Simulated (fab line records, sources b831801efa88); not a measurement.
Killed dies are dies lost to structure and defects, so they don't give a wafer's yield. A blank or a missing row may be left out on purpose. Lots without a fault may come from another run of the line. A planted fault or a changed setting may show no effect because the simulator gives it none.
Chamber matching | flow gf180mcu | GF_V4_CVD_02 on pecvd-04: 3 sister chambers
The step deposits SiO2 from TEOS, target thk 850 nm, time 94.851 s. 6 wafers are shown with their chamber, then 10 later ones without.

WAFERS WITH THEIR CHAMBER
wafer  | chamber | heater_power_w (W)
L082.1 | 1       | 533
L087.5 | 1       | 663
L088.3 | 0       | 793
L088.5 | 2       | 850
L089.2 | 0       | 735
L089.4 | 2       | 803

WAFERS WITHOUT THEIR CHAMBER
wafer  | heater_power_w (W)
L089.6 | 627
L090.1 | 752
L090.4 | 806
L090.6 | 802
L092.2 | 562
L092.3 | 827
L092.4 | 670
L094.2 | 569
L094.4 | 825
L094.5 | 644

WHICH CHAMBER EACH WENT THROUGH
wafer  | from the rows above          | in truth
L089.6 | can't be placed: 1 or 0      | 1
L090.1 | can't be placed: 0 or 2      | 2
L090.4 | can't be placed: 2 or 0      | 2
L090.6 | can't be placed: 2 or 0      | 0
L092.2 | 1                            | 1
L092.3 | can't be placed: 2 or 0      | 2
L092.4 | can't be placed: 1 or 0 or 2 | 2
L094.2 | 1                            | 1
L094.4 | can't be placed: 2 or 0      | 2
L094.5 | can't be placed: 1 or 0      | 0
Placed correctly: 2 of 10. Can't be placed from these rows: 8 (the true chamber is among the candidates in 8). Placed wrongly: 0.
How it was worked out, from the rows above alone: a wafer's distance from a chamber is the root of the sum, over the readings, of the square of ((its reading less the chamber's mean) divided by the reading's scatter). The wafer belongs to the nearest chamber; if the next one is less than 2 further off, it can't be placed. A chamber's mean is the mean of its shown wafers. The scatter: the root of (the sum of the squares of (reading less its chamber's mean) over the shown wafers, divided by (wafers less chambers)).
